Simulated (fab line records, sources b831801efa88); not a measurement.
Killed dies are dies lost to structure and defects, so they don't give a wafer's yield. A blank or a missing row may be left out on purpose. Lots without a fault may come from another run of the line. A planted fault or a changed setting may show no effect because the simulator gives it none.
fab line records | flow gf180mcu
record lots=5 wafers=15 last_day=33
route steps=602 shown HV_LDD@176
lots that met no fault: from a run of the same line without faults
start_h: hours from the record's first day to the start of the lot's first wafer shown | wait_h: hours since the lot's step before | " the same as in the row above | L1.1+2: a row that stands for several wafers | - no value, or no start given | * or withheld: withheld | < > ~ a bound
route shown NAME@n: a module of which the file shows steps, and the number in the route of the first | usual: mean/standard deviation of fault-free wafers | same: alike in all rows | chamber/n: place in a boat | sites: the reading at each site | _std_site: their standard deviation | _edge_site: outer sites' mean less inner sites' | radius_mm: how far each site lies from the wafer's centre | mask NAME#n: copy n | behind: the tool/chamber that last shaped the wafer | hold: why the lot was held/for how many hours/how that ended | device: the transistor (n, p or np) that didn't switch | end of line: the same wafers' tests at the end of the route | a step without rows: its recipe alone | killed: dies lost to structure and defects at the first sort, not the wafer's yield | map: a wafer's dies, x killed, . not, _ none there
set.NAME: the setting as run; set.NAME@STEP: as run at that earlier step | model.NAME: the simulator's own value behind a step, which no gauge read
lots at some steps of the route; a table a step, a row a wafer
services: from which hour (start_h, from the record's first day; less than 0 if before it) a tool's chamber was out of use, for how many hours, and why
## steps
# step GF_HV_LDD_DEHYDRATE_00
# recipe temp_c=200 time_s=60
# same time_s=60
# columns lot.wafer tool chamber start_h wait_h
L079.1+5+6 litho_track-04 0 236.23 8.6
L082.2+3+6 litho_track-03 0 266.46 7.6
L083.2+4+5 litho_track-04 0 276.00 8.5
L085.1+2+5 litho_track-02 0 305.07 9.7
L094.4+5+6 litho_track-03 0 350.00 10.3
# step GF_HV_LDD_HMDS_01
# recipe prime_time_s=60 prime_temp_c=120
# columns lot.wafer tool chamber start_h wait_h
L079.1+5+6 litho_track-04 0 236.38 0.1
L082.2+3+6 litho_track-03 0 266.61 0.1
L083.2+4+5 litho_track-04 0 276.15 0.1
L085.1+2+5 litho_track-02 0 305.22 0.1
L094.4+5+6 litho_track-03 0 350.15 0.1
# step GF_HV_LDD_COAT_02
# recipe resist=NOVOLAK spin_rpm=3000 resist_thk_nm=1000
# usual dispense_pressure_kPa=51.3/1.3
# columns lot.wafer tool chamber start_h wait_h dispense_pressure_kPa
L079.1 litho_track-04 0 236.53 0.1 52.8
L079.5 " 0 " " 52.8
L079.6 " 0 " " 52.8
L082.2 litho_track-03 0 266.76 0.1 50.4
L082.3 " 0 " " 50.4
L082.6 " 0 " " 50.4
L083.2 litho_track-04 0 276.30 0.1 52.8
L083.4 " 0 " " 52.8
L083.5 " 0 " " 52.8
L085.1 litho_track-02 0 305.37 0.1 50.1
L085.2 " 0 " " 50.1
L085.5 " 0 " " 50.1
L094.4 litho_track-03 0 350.30 0.1 50.4
L094.5 " 0 " " 50.4
L094.6 " 0 " " 50.4
# step GF_HV_LDD_SOFTBAKE_03
# recipe temp_c=90 time_s=60 resist=NOVOLAK
# same time_s=60
# columns lot.wafer tool chamber start_h wait_h
L079.1+5+6 litho_track-04 0 236.68 0.1
L082.2+3+6 litho_track-03 0 266.91 0.1
L083.2+4+5 litho_track-04 0 276.45 0.1
L085.1+2+5 litho_track-02 0 305.52 0.1
L094.4+5+6 litho_track-03 0 350.45 0.1
# step GF_HV_LDD_EXPOSE_04
# recipe mask_id=Nplus_LV_AREA target_cd_nm=400 na=0.6 source_shape=conventional sigma_outer=0.6 dose_mj=140
# columns lot.wafer tool chamber start_h wait_h mask
L079.1+5+6 iline_stepper-01 0 - - Nplus_LV_AREA#0
L082.2+3+6 iline_stepper-01 0 - - Nplus_LV_AREA#0
L083.2+4+5 iline_stepper-02 0 - - Nplus_LV_AREA#0
L085.1+2+5 iline_stepper-02 0 - - Nplus_LV_AREA#0
L094.4+5+6 iline_stepper-02 0 - - Nplus_LV_AREA#0
# step GF_HV_LDD_PEB_05
# recipe temp_c=withheld time_s=* resist=NOVOLAK
# same time_s=*
# columns lot.wafer tool chamber start_h wait_h
L079.1+5+6 litho_track-03 0 - -
L082.2+3+6 litho_track-03 0 - -
L083.2+4+5 litho_track-03 0 - -
L085.1+2+5 litho_track-04 0 - -
L094.4+5+6 litho_track-04 0 - -
# step GF_HV_LDD_DEVELOP_06
# recipe develop_time_s=60 dev_temp_c=23
# columns lot.wafer tool chamber start_h wait_h
L079.1+5+6 litho_track-03 0 245.88 0.1
L082.2+3+6 litho_track-03 0 276.01 0.1
L083.2+4+5 litho_track-03 0 286.21 0.1
L085.1+2+5 litho_track-04 0 315.73 0.1
L094.4+5+6 litho_track-04 0 361.50 0.1
# step GF_HV_LDD_CD_MEAS_07
# recipe target_cd_nm=400
# usual cd_nm=399.5/2.2
# columns lot.wafer tool chamber start_h wait_h cd_nm
L079.1 cd_sem-01 - 246.03 0.1 402.0
L079.5 " - " " 402.0
L079.6 " - " " 402.7
L082.2 cd_sem-02 - 276.15 0.1 396.0
L082.3 " - " " 396.8
L082.6 " - " " 396.9
L083.2 cd_sem-01 - 286.35 0.1 402.7
L083.4 " - " " 401.2
L083.5 " - " " 402.8
L085.1 cd_sem-02 - 315.88 0.1 398.2
L085.2 " - " " 398.4
L085.5 " - " " 399.6
L094.4 cd_sem-01 - 361.64 0.1 398.1
L094.5 " - " " 399.4
L094.6 " - " " 397.4
# step GF_HV_LDD_OVL_MEAS_08
# usual HV_LDD_OVL=0.9/1.7
# columns lot.wafer tool chamber start_h wait_h HV_LDD_OVL[nm]
L079.1 overlay-01 - 246.15 0.1 -0.2
L079.5 " - " " 0.3
L079.6 " - " " 0.1
L082.2 overlay-02 - 276.26 0.1 -1.3
L082.3 " - " " -0.7
L082.6 " - " " -0.5
L083.2 overlay-01 - 286.46 0.1 2.9
L083.4 " - " " 2.5
L083.5 " - " " 2.2
L085.1 overlay-02 - 316.00 0.1 -0.3
L085.2 " - " " 0.8
L085.5 " - " " -1.3
L094.4 overlay-01 - 361.71 0.1 -1.3
L094.5 " - " " -0.5
L094.6 " - " " -0.5
# step GF_HV_LDD_IMPLANT_09
# recipe species=As energy_kev=40 dose_cm2=1e+14 tilt_deg=7
# columns lot.wafer tool chamber start_h wait_h
L079.1+5+6 implanter-02 0 246.19 0.0
L082.2+3+6 implanter-02 0 276.31 0.0
L083.2+4+5 implanter-01 0 286.51 0.0
L085.1+2+5 implanter-02 0 316.03 0.0
L094.4+5+6 implanter-03 0 361.81 0.1
# step GF_HV_LDD_STRIP_10
# recipe chemistry=O2/N2 power_w=1400 pressure_mtorr=1500 platen_temp_c=250 o2_flow_sccm=3000 n2_flow_sccm=300 overash_fraction=0.5
# usual drypump_motor_current_A=5.43/0.21 heater_power_w=334/50 n2_flow_sccm=300.0/0.94 o2_flow_sccm=3000/9.4 oes_product_au=0.716/0.0044 strip_time_to_endpoint_s=12.638/0.026
# columns lot.wafer tool chamber start_h wait_h drypump_motor_current_A heater_power_w n2_flow_sccm o2_flow_sccm oes_product_au rf_hours_counter_h strip_time_to_endpoint_s
L079.1 plasma_asher-01 1 246.34 0.1 5.55 277 299.1 2997 0.717 13 12.643
L079.5 " 0 " " 5.68 406 297.5 2990 0.717 - 12.663
L079.6 " 1 " " 5.53 279 299.1 2989 0.713 - 12.639
L082.2 plasma_asher-03 1 276.44 0.1 5.37 287 300.2 3009 0.721 48 12.633
L082.3 " 1 " " 5.36 288 300.0 3001 0.722 - 12.634
L082.6 " 1 " " 5.38 286 300.3 2996 0.717 - 12.661
L083.2 plasma_asher-04 1 286.64 0.1 5.62 395 301.6 3005 0.723 63 12.668
L083.4 " 0 " " 5.09 286 300.0 3003 0.712 - 12.604
L083.5 " 1 " " 5.62 400 301.5 3010 0.704 - 12.670
L085.1 plasma_asher-01 0 316.18 0.1 5.67 407 300.1 2993 0.715 21 12.665
L085.2 " 1 " " 5.52 282 299.0 2996 0.717 21 12.680
L085.5 " 1 " " 5.53 286 300.5 2987 0.718 - 12.661
L094.4 plasma_asher-03 1 361.92 0.1 5.40 288 299.3 2986 0.723 - 12.606
L094.5 " 1 " " 5.39 287 300.3 2993 0.719 - 12.618
L094.6 " 0 " " 5.30 349 300.2 3009 0.715 - 12.626
# step GF_HV_LDD_TW_MEAS_11
# usual HV_LDD_TW=2400/36
# columns lot.wafer tool chamber start_h wait_h HV_LDD_TW
L079.1 film_metro-01 - 246.44 0.1 2370
L079.5 " - " " 2377
L079.6 " - " " 2365
L082.2 film_metro-01 - 276.55 0.1 2359
L082.3 " - " " 2376
L082.6 " - " " 2343
L083.2 film_metro-04 - 286.75 0.1 2382
L083.4 " - " " 2392
L083.5 " - " " 2395
L085.1 film_metro-04 - 316.28 0.1 2419
L085.2 " - " " 2409
L085.5 " - " " 2417
L094.4 film_metro-01 - 362.01 0.1 2373
L094.5 " - " " 2348
L094.6 " - " " 2365
# step GF_HV_LDD_DEHYDRATE_12
# recipe temp_c=200 time_s=60
# same time_s=60
# columns lot.wafer tool chamber start_h wait_h
L079.1+5+6 litho_track-03 0 255.58 9.1
L082.2+3+6 litho_track-04 0 285.55 9.0
L083.2+4+5 litho_track-02 0 295.69 8.9
L085.1+2+5 litho_track-04 0 326.13 9.8
L094.4+5+6 litho_track-02 0 372.59 10.6
# step GF_HV_LDD_HMDS_13
# recipe prime_time_s=60 prime_temp_c=120
# columns lot.wafer tool chamber start_h wait_h
L079.1+5+6 litho_track-03 0 255.73 0.1
L082.2+3+6 litho_track-04 0 285.70 0.1
L083.2+4+5 litho_track-02 0 295.84 0.1
L085.1+2+5 litho_track-04 0 326.28 0.1
L094.4+5+6 litho_track-02 0 372.74 0.1
# step GF_HV_LDD_COAT_14
# recipe resist=NOVOLAK spin_rpm=3000 resist_thk_nm=1000
# usual dispense_pressure_kPa=50.8/1
# columns lot.wafer tool chamber start_h wait_h dispense_pressure_kPa
L079.1 litho_track-03 0 255.88 0.1 50.4
L079.5 " 0 " " 50.4
L079.6 " 0 " " 50.4
L082.2 litho_track-04 0 285.85 0.1 52.8
L082.3 " 0 " " 52.8
L082.6 " 0 " " 52.8
L083.2 litho_track-02 0 295.99 0.1 50.1
L083.4 " 0 " " 50.1
L083.5 " 0 " " 50.1
L085.1 litho_track-04 0 326.43 0.1 52.8
L085.2 " 0 " " 52.8
L085.5 " 0 " " 52.8
L094.4 litho_track-02 0 372.89 0.1 50.2
L094.5 " 0 " " 50.1
L094.6 " 0 " " 50.1
# step GF_HV_LDD_SOFTBAKE_15
# recipe temp_c=90 time_s=60 resist=NOVOLAK
# same time_s=60
# columns lot.wafer tool chamber start_h wait_h
L079.1+5+6 litho_track-03 0 256.03 0.1
L082.2+3+6 litho_track-04 0 286.00 0.1
L083.2+4+5 litho_track-02 0 296.14 0.1
L085.1+2+5 litho_track-04 0 326.58 0.1
L094.4+5+6 litho_track-02 0 373.04 0.1
# step GF_HV_LDD_EXPOSE_16
# recipe mask_id=Pplus_LV_AREA target_cd_nm=400 na=0.6 source_shape=conventional sigma_outer=0.6 dose_mj=140
# columns lot.wafer tool chamber start_h wait_h mask
L079.1+5+6 iline_stepper-02 0 - - Pplus_LV_AREA#0
L082.2+3+6 iline_stepper-02 0 - - Pplus_LV_AREA#0
L083.2+4+5 iline_stepper-02 0 - - Pplus_LV_AREA#0
L085.1+2+5 iline_stepper-01 0 - - Pplus_LV_AREA#0
L094.4+5+6 iline_stepper-02 0 - - Pplus_LV_AREA#0
# step GF_HV_LDD_PEB_17
# recipe temp_c=withheld time_s=* resist=NOVOLAK
# same time_s=*
# columns lot.wafer tool chamber start_h wait_h
L079.1+5+6 litho_track-04 0 - -
L082.2+3+6 litho_track-04 0 - -
L083.2+4+5 litho_track-03 0 - -
L085.1+2+5 litho_track-02 0 - -
L094.4+5+6 litho_track-04 0 - -
# step GF_HV_LDD_DEVELOP_18
# recipe develop_time_s=60 dev_temp_c=23
# columns lot.wafer tool chamber start_h wait_h
L079.1+5+6 litho_track-04 0 264.63 0.1
L082.2+3+6 litho_track-04 0 295.70 0.1
L083.2+4+5 litho_track-03 0 306.66 0.1
L085.1+2+5 litho_track-02 0 336.46 0.1
L094.4+5+6 litho_track-04 0 383.60 0.1
# step GF_HV_LDD_CD_MEAS_19
# recipe target_cd_nm=400
# usual cd_nm=399.5/2.4
# columns lot.wafer tool chamber start_h wait_h cd_nm
L079.1 cd_sem-02 - 264.78 0.1 401.1
L079.5 " - " " 402.2
L079.6 " - " " 399.1
L082.2 cd_sem-01 - 295.85 0.1 401.2
L082.3 " - " " 397.7
L082.6 " - " " 400.8
L083.2 cd_sem-01 - 306.80 0.1 394.7
L083.4 " - " " 396.2
L083.5 " - " " 396.3
L085.1 cd_sem-02 - 336.61 0.1 394.6
L085.2 " - " " 395.4
L085.5 " - " " 394.7
L094.4 cd_sem-01 - 383.74 0.1 398.1
L094.5 " - " " 400.4
L094.6 " - " " 396.2
# step GF_HV_LDD_OVL_MEAS_20
# usual HV_LDD_01_OVL=0.2/1.5
# columns lot.wafer tool chamber start_h wait_h HV_LDD_01_OVL[nm]
L079.1 overlay-01 - 264.90 0.1 0.5
L079.5 " - " " -1.3
L079.6 " - " " 0.1
L082.2 overlay-02 - 295.95 0.1 -1.5
L082.3 " - " " -1.8
L082.6 " - " " -2.0
L083.2 overlay-01 - 306.91 0.1 1.3
L083.4 " - " " 2.4
L083.5 " - " " 1.1
L085.1 overlay-02 - 336.73 0.1 -1.9
L085.2 " - " " -3.9
L085.5 " - " " -2.1
L094.4 overlay-01 - 383.81 0.1 1.4
L094.5 " - " " 1.5
L094.6 " - " " 2.4
# step GF_HV_LDD_IMPLANT_21
# recipe species=BF2 energy_kev=25 dose_cm2=5e+13 tilt_deg=7
# columns lot.wafer tool chamber start_h wait_h
L079.1+5+6 implanter-03 0 264.93 0.0
L082.2+3+6 implanter-03 0 296.01 0.0
L083.2+4+5 implanter-03 0 306.96 0.0
L085.1+2+5 implanter-03 0 336.77 0.0
L094.4+5+6 implanter-03 0 383.91 0.1
# step GF_HV_LDD_STRIP_22
# recipe chemistry=O2/N2 power_w=1400 pressure_mtorr=1500 platen_temp_c=250 o2_flow_sccm=3000 n2_flow_sccm=300 overash_fraction=0.5
# usual drypump_motor_current_A=5.40/0.2 heater_power_w=331/47 n2_flow_sccm=300.2/0.97 o2_flow_sccm=3002/8.7 oes_product_au=0.716/0.005 strip_time_to_endpoint_s=12.63/0.038
# columns lot.wafer tool chamber start_h wait_h drypump_motor_current_A heater_power_w n2_flow_sccm o2_flow_sccm oes_product_au rf_hours_counter_h strip_time_to_endpoint_s
L079.1 plasma_asher-03 1 265.08 0.1 5.40 284 300.3 3003 0.720 47 12.65
L079.5 " 0 " " 5.24 345 301.1 2995 0.717 - 12.62
L079.6 " 1 " " 5.37 284 299.4 2999 0.704 - 12.66
L082.2 plasma_asher-03 1 296.13 0.1 5.34 288 301.5 3015 0.723 50 12.72
L082.3 " 0 " " 5.26 342 300.8 3011 0.709 - 12.70
L082.6 " 1 " " 5.36 285 301.0 3002 0.717 - 12.66
L083.2 plasma_asher-03 0 307.09 0.1 5.24 346 299.7 3000 0.712 51 12.67
L083.4 " 0 " " 5.32 347 298.9 3002 0.714 - 12.67
L083.5 " 1 " " 5.37 287 298.7 3009 0.720 - 12.71
L085.1 plasma_asher-04 0 336.92 0.1 5.05 286 300.5 3017 0.721 68 12.74
L085.2 " 1 " " 5.59 384 300.2 2984 0.716 68 12.69
L085.5 " 0 " " 5.05 287 300.3 2997 0.713 - 12.68
L094.4 plasma_asher-04 0 384.02 0.1 5.08 293 298.7 3006 0.706 - 12.65
L094.5 " 1 " " 5.58 389 299.8 3009 0.716 - 12.58
L094.6 " 0 " " 5.07 291 298.9 3019 0.714 - 12.64
# step GF_HV_LDD_TW_MEAS_23
# usual HV_LDD_2_TW=1057/18
# columns lot.wafer tool chamber start_h wait_h HV_LDD_2_TW
L079.1 film_metro-03 - 265.18 0.1 1080
L079.5 " - " " 1075
L079.6 " - " " 1084
L082.2 film_metro-04 - 296.24 0.1 1048
L082.3 " - " " 1049
L082.6 " - " " 1036
L083.2 film_metro-03 - 307.20 0.1 1077
L083.4 " - " " 1081
L083.5 " - " " 1075
L085.1 film_metro-01 - 337.02 0.1 1038
L085.2 " - " " 1037
L085.5 " - " " 1036
L094.4 film_metro-03 - 384.11 0.1 1080
L094.5 " - " " 1083
L094.6 " - " " 1074
# step GF_HV_LDD_DEHYDRATE_24
# recipe temp_c=200 time_s=60
# same time_s=60
# columns lot.wafer tool chamber start_h wait_h
L079.1+5+6 litho_track-02 0 273.67 8.5
L082.2+3+6 litho_track-04 0 306.40 10.1
L083.2+4+5 litho_track-04 0 316.85 9.6
L085.1+2+5 litho_track-02 0 347.46 10.4
L094.4+5+6 litho_track-04 0 395.30 11.2
# step GF_HV_LDD_HMDS_25
# recipe prime_time_s=60 prime_temp_c=120
# columns lot.wafer tool chamber start_h wait_h
L079.1+5+6 litho_track-02 0 273.82 0.1
L082.2+3+6 litho_track-04 0 306.55 0.1
L083.2+4+5 litho_track-04 0 317.00 0.1
L085.1+2+5 litho_track-02 0 347.61 0.1
L094.4+5+6 litho_track-04 0 395.45 0.1
# step GF_HV_LDD_COAT_26
# recipe resist=NOVOLAK spin_rpm=3000 resist_thk_nm=1000
# usual dispense_pressure_kPa=51.2/1.3
# columns lot.wafer tool chamber start_h wait_h dispense_pressure_kPa
L079.1 litho_track-02 0 273.97 0.1 50.1
L079.5 " 0 " " 50.1
L079.6 " 0 " " 50.1
L082.2 litho_track-04 0 306.70 0.1 52.8
L082.3 " 0 " " 52.8
L082.6 " 0 " " 52.8
L083.2 litho_track-04 0 317.15 0.1 52.8
L083.4 " 0 " " 52.8
L083.5 " 0 " " 52.7
L085.1 litho_track-02 0 347.76 0.1 50.1
L085.2 " 0 " " 50.1
L085.5 " 0 " " 50.1
L094.4 litho_track-04 0 395.60 0.1 52.8
L094.5 " 0 " " 52.8
L094.6 " 0 " " 52.8
# step GF_HV_LDD_SOFTBAKE_27
# recipe temp_c=90 time_s=60 resist=NOVOLAK
# same time_s=60
# columns lot.wafer tool chamber start_h wait_h
L079.1+5+6 litho_track-02 0 274.12 0.1
L082.2+3+6 litho_track-04 0 306.85 0.1
L083.2+4+5 litho_track-04 0 317.30 0.1
L085.1+2+5 litho_track-02 0 347.91 0.1
L094.4+5+6 litho_track-04 0 395.75 0.1
# step GF_HV_LDD_EXPOSE_28
# recipe mask_id=Nplus_HV_AREA target_cd_nm=400 na=0.6 source_shape=conventional sigma_outer=0.6 dose_mj=140
# columns lot.wafer tool chamber start_h wait_h mask
L079.1+5+6 iline_stepper-01 0 - - Nplus_HV_AREA#0
L082.2+3+6 iline_stepper-01 0 - - Nplus_HV_AREA#0
L083.2+4+5 iline_stepper-02 0 - - Nplus_HV_AREA#0
L085.1+2+5 iline_stepper-01 0 - - Nplus_HV_AREA#0
L094.4+5+6 iline_stepper-02 0 - - Nplus_HV_AREA#0
# step GF_HV_LDD_PEB_29
# recipe temp_c=withheld time_s=* resist=NOVOLAK
# same time_s=*
# columns lot.wafer tool chamber start_h wait_h
L079.1+5+6 litho_track-03 0 - -
L082.2+3+6 litho_track-03 0 - -
L083.2+4+5 litho_track-03 0 - -
L085.1+2+5 litho_track-02 0 - -
L094.4+5+6 litho_track-02 0 - -
# step GF_HV_LDD_DEVELOP_30
# recipe develop_time_s=60 dev_temp_c=23
# columns lot.wafer tool chamber start_h wait_h
L079.1+5+6 litho_track-03 0 283.33 0.1
L082.2+3+6 litho_track-03 0 316.95 0.1
L083.2+4+5 litho_track-03 0 327.60 0.1
L085.1+2+5 litho_track-02 0 358.86 0.1
L094.4+5+6 litho_track-02 0 406.84 0.1
# step GF_HV_LDD_CD_MEAS_31
# recipe target_cd_nm=400
# usual cd_nm=400.9/2.2
# columns lot.wafer tool chamber start_h wait_h cd_nm
L079.1 cd_sem-01 - 283.48 0.1 397.3
L079.5 " - " " 396.5
L079.6 " - " " 396.9
L082.2 cd_sem-02 - 317.10 0.1 401.7
L082.3 " - " " 402.0
L082.6 " - " " 399.5
L083.2 cd_sem-02 - 327.75 0.1 400.3
L083.4 " - " " 401.6
L083.5 " - " " 399.7
L085.1 cd_sem-01 - 359.01 0.1 400.2
L085.2 " - " " 400.4
L085.5 " - " " 398.7
L094.4 cd_sem-01 - 406.97 0.1 399.8
L094.5 " - " " 399.3
L094.6 " - " " 399.7
# step GF_HV_LDD_OVL_MEAS_32
# usual HV_LDD_02_OVL=0.7/1.5
# columns lot.wafer tool chamber start_h wait_h HV_LDD_02_OVL[nm]
L079.1 overlay-02 - 283.60 0.1 -1.2
L079.5 " - " " -2.3
L079.6 " - " " -0.8
L082.2 overlay-02 - 317.21 0.1 -1.8
L082.3 " - " " 0.1
L082.6 " - " " -0.4
L083.2 overlay-02 - 327.86 0.1 0.6
L083.4 " - " " -1.0
L083.5 " - " " -0.3
L085.1 overlay-01 - 359.13 0.1 0.0
L085.2 " - " " 0.3
L085.5 " - " " -0.8
L094.4 overlay-02 - 407.05 0.1 -1.2
L094.5 " - " " -1.5
L094.6 " - " " -1.6
# step GF_HV_LDD_IMPLANT_33
# recipe species=P energy_kev=60 dose_cm2=7.5e+12 tilt_deg=30 rotation_deg=0
# columns lot.wafer tool chamber start_h wait_h
L079.1+5+6 implanter-03 0 283.64 0.0
L082.2+3+6 implanter-01 0 317.26 0.0
L083.2+4+5 implanter-01 0 327.91 0.0
L085.1+2+5 implanter-03 0 359.17 0.0
L094.4+5+6 implanter-01 0 407.14 0.1
# step GF_HV_LDD_IMPLANT_34
# recipe species=P energy_kev=60 dose_cm2=7.5e+12 tilt_deg=30 rotation_deg=90
# columns lot.wafer tool chamber start_h wait_h
L079.1+5+6 implanter-03 0 283.79 0.1
L082.2+3+6 implanter-01 0 317.41 0.1
L083.2+4+5 implanter-01 0 328.06 0.1
L085.1+2+5 implanter-03 0 359.32 0.1
L094.4+5+6 implanter-01 0 407.29 0.1
# step GF_HV_LDD_IMPLANT_35
# recipe species=P energy_kev=60 dose_cm2=7.5e+12 tilt_deg=30 rotation_deg=180
# columns lot.wafer tool chamber start_h wait_h
L079.1+5+6 implanter-03 0 283.94 0.1
L082.2+3+6 implanter-01 0 317.56 0.1
L083.2+4+5 implanter-01 0 328.21 0.1
L085.1+2+5 implanter-03 0 359.47 0.1
L094.4+5+6 implanter-01 0 407.44 0.1
# step GF_HV_LDD_IMPLANT_36
# recipe species=P energy_kev=60 dose_cm2=7.5e+12 tilt_deg=30 rotation_deg=270
# columns lot.wafer tool chamber start_h wait_h
L079.1+5+6 implanter-03 0 284.09 0.1
L082.2+3+6 implanter-01 0 317.71 0.1
L083.2+4+5 implanter-01 0 328.36 0.1
L085.1+2+5 implanter-03 0 359.62 0.1
L094.4+5+6 implanter-01 0 407.59 0.1
# step GF_HV_LDD_STRIP_37
# recipe chemistry=O2/N2 power_w=1400 pressure_mtorr=1500 platen_temp_c=250 o2_flow_sccm=3000 n2_flow_sccm=300 overash_fraction=0.5
# usual drypump_motor_current_A=5.42/0.21 heater_power_w=334/49 n2_flow_sccm=300.1/0.98 o2_flow_sccm=3002/8.4 oes_product_au=0.716/0.0046 strip_time_to_endpoint_s=12.63/0.041
# columns lot.wafer tool chamber start_h wait_h drypump_motor_current_A heater_power_w n2_flow_sccm o2_flow_sccm oes_product_au rf_hours_counter_h strip_time_to_endpoint_s
L079.1 plasma_asher-03 1 284.24 0.1 5.38 284 299.4 2998 0.714 49 12.70
L079.5 " 1 " " 5.36 285 299.8 2997 0.712 - 12.74
L079.6 " 0 " " 5.30 347 299.3 3011 0.713 - 12.72
L082.2 plasma_asher-01 1 317.84 0.1 5.53 278 300.9 3002 0.711 21 12.70
L082.3 " 0 " " 5.69 399 301.5 3008 0.720 - 12.66
L082.6 " 1 " " 5.51 282 301.2 3031 0.721 - 12.67
L083.2 plasma_asher-03 1 328.49 0.1 5.36 285 299.6 3002 0.710 53 12.59
L083.4 " 0 " " 5.27 353 299.1 2987 0.712 - 12.63
L083.5 " 1 " " 5.34 284 300.1 3008 0.721 - 12.61
L085.1 plasma_asher-04 0 359.77 0.1 5.07 296 300.7 2996 0.716 70 12.61
L085.2 " 1 " " 5.61 397 298.6 3000 0.718 70 12.61
L085.5 " 1 " " 5.60 382 299.2 3000 0.709 - 12.62
L094.4 plasma_asher-01 1 407.70 0.1 5.55 288 301.2 3001 0.712 - 12.63
L094.5 " 1 " " 5.53 283 300.0 2994 0.717 - 12.70
L094.6 " 0 " " 5.69 399 297.8 2993 0.722 - 12.68
# step GF_HV_LDD_TW_MEAS_38
# usual HV_LDD_3_TW=1436/25
# columns lot.wafer tool chamber start_h wait_h HV_LDD_3_TW
L079.1 film_metro-04 - 284.34 0.1 1417
L079.5 " - " " 1424
L079.6 " - " " 1417
L082.2 film_metro-03 - 317.95 0.1 1468
L082.3 " - " " 1468
L082.6 " - " " 1464
L083.2 film_metro-03 - 328.60 0.1 1472
L083.4 " - " " 1467
L083.5 " - " " 1469
L085.1 film_metro-03 - 359.87 0.1 1474
L085.2 " - " " 1473
L085.5 " - " " 1469
L094.4 film_metro-03 - 407.80 0.1 1477
L094.5 " - " " 1464
L094.6 " - " " 1461
# step GF_HV_LDD_DEHYDRATE_39
# recipe temp_c=200 time_s=60
# same time_s=60
# columns lot.wafer tool chamber start_h wait_h
L079.1+5+6 litho_track-04 0 293.63 9.3
L082.2+3+6 litho_track-04 0 327.75 9.8
L083.2+4+5 litho_track-03 0 338.60 10.0
L085.1+2+5 litho_track-02 0 370.31 10.4
L094.4+5+6 litho_track-03 0 419.60 11.8
# step GF_HV_LDD_HMDS_40
# recipe prime_time_s=60 prime_temp_c=120
# columns lot.wafer tool chamber start_h wait_h
L079.1+5+6 litho_track-04 0 293.78 0.1
L082.2+3+6 litho_track-04 0 327.90 0.1
L083.2+4+5 litho_track-03 0 338.75 0.1
L085.1+2+5 litho_track-02 0 370.46 0.1
L094.4+5+6 litho_track-03 0 419.75 0.1
# step GF_HV_LDD_COAT_41
# recipe resist=NOVOLAK spin_rpm=3000 resist_thk_nm=1000
# usual dispense_pressure_kPa=50.9/1.1
# columns lot.wafer tool chamber start_h wait_h dispense_pressure_kPa
L079.1 litho_track-04 0 293.93 0.1 52.7
L079.5 " 0 " " 52.8
L079.6 " 0 " " 52.8
L082.2 litho_track-04 0 328.05 0.1 52.8
L082.3 " 0 " " 52.8
L082.6 " 0 " " 52.8
L083.2 litho_track-03 0 338.90 0.1 50.4
L083.4 " 0 " " 50.4
L083.5 " 0 " " 50.4
L085.1 litho_track-02 0 370.61 0.1 50.1
L085.2 " 0 " " 50.1
L085.5 " 0 " " 50.1
L094.4 litho_track-03 0 419.90 0.1 50.4
L094.5 " 0 " " 50.4
L094.6 " 0 " " 50.4
# step GF_HV_LDD_SOFTBAKE_42
# recipe temp_c=90 time_s=60 resist=NOVOLAK
# same time_s=60
# columns lot.wafer tool chamber start_h wait_h
L079.1+5+6 litho_track-04 0 294.08 0.1
L082.2+3+6 litho_track-04 0 328.20 0.1
L083.2+4+5 litho_track-03 0 339.05 0.1
L085.1+2+5 litho_track-02 0 370.76 0.1
L094.4+5+6 litho_track-03 0 420.05 0.1
# step GF_HV_LDD_EXPOSE_43
# recipe mask_id=Pplus_HV_AREA target_cd_nm=400 na=0.6 source_shape=conventional sigma_outer=0.6 dose_mj=140
# columns lot.wafer tool chamber start_h wait_h mask
L079.1+5+6 iline_stepper-01 0 - - Pplus_HV_AREA#0
L082.2+3+6 iline_stepper-02 0 - - Pplus_HV_AREA#0
L083.2+4+5 iline_stepper-02 0 - - Pplus_HV_AREA#0
L085.1+2+5 iline_stepper-02 0 - - Pplus_HV_AREA#0
L094.4+5+6 iline_stepper-02 0 - - Pplus_HV_AREA#0
# step GF_HV_LDD_PEB_44
# recipe temp_c=withheld time_s=* resist=NOVOLAK
# same time_s=*
# columns lot.wafer tool chamber start_h wait_h
L079.1+5+6 litho_track-02 0 - -
L082.2+3+6 litho_track-04 0 - -
L083.2+4+5 litho_track-03 0 - -
L085.1+2+5 litho_track-02 0 - -
L094.4+5+6 litho_track-02 0 - -
# step GF_HV_LDD_DEVELOP_45
# recipe develop_time_s=60 dev_temp_c=23
# columns lot.wafer tool chamber start_h wait_h
L079.1+5+6 litho_track-02 0 303.97 0.1
L082.2+3+6 litho_track-04 0 338.65 0.1
L083.2+4+5 litho_track-03 0 349.80 0.1
L085.1+2+5 litho_track-02 0 381.76 0.1
L094.4+5+6 litho_track-02 0 431.94 0.1
# step GF_HV_LDD_CD_MEAS_46
# recipe target_cd_nm=400
# usual cd_nm=399.8/2.7
# columns lot.wafer tool chamber start_h wait_h cd_nm
L079.1 cd_sem-01 - 304.12 0.1 403.2
L079.5 " - " " 400.1
L079.6 " - " " 402.6
L082.2 cd_sem-02 - 338.80 0.1 395.3
L082.3 " - " " 394.1
L082.6 " - " " 393.2
L083.2 cd_sem-02 - 349.95 0.1 399.9
L083.4 " - " " 401.0
L083.5 " - " " 399.9
L085.1 cd_sem-01 - 381.91 0.1 402.0
L085.2 " - " " 401.3
L085.5 " - " " 402.0
L094.4 cd_sem-02 - 432.07 0.1 399.1
L094.5 " - " " 401.1
L094.6 " - " " 400.8
## services
# columns tool chamber start_h hours kind
implanter-02 - 217.47 2.4 repair
plasma_asher-01 - 250.63 2.8 pm
iline_stepper-02 - 252.93 1.7 pm
implanter-02 - 257.14 1.5 repair
implanter-03 - 289.93 1.3 repair
implanter-01 - 291.30 6.0 repair
implanter-01 - 297.26 5.5 pm
implanter-03 - 302.11 1.7 repair
iline_stepper-02 - 321.02 6.5 repair
implanter-02 - 333.87 4.5 repair
implanter-03 - 340.46 2.9 repair
implanter-01 - 345.70 21.0 pm
iline_stepper-01 - 359.27 1.7 pm
implanter-02 - 379.66 9.6 repair
implanter-01 - 381.46 3.1 repair
plasma_asher-04 - 405.46 23.1 pm
implanter-03 - 413.15 3.8 repair
plasma_asher-03 - 417.92 0.4 repair
plasma_asher-04 - 428.53 9.0 pm
plasma_asher-04 0 428.53 9.0 vent_cycle
plasma_asher-04 1 428.53 9.0 vent_cycle
plasma_asher-03 - 429.77 1.5 repair
## key
fault none
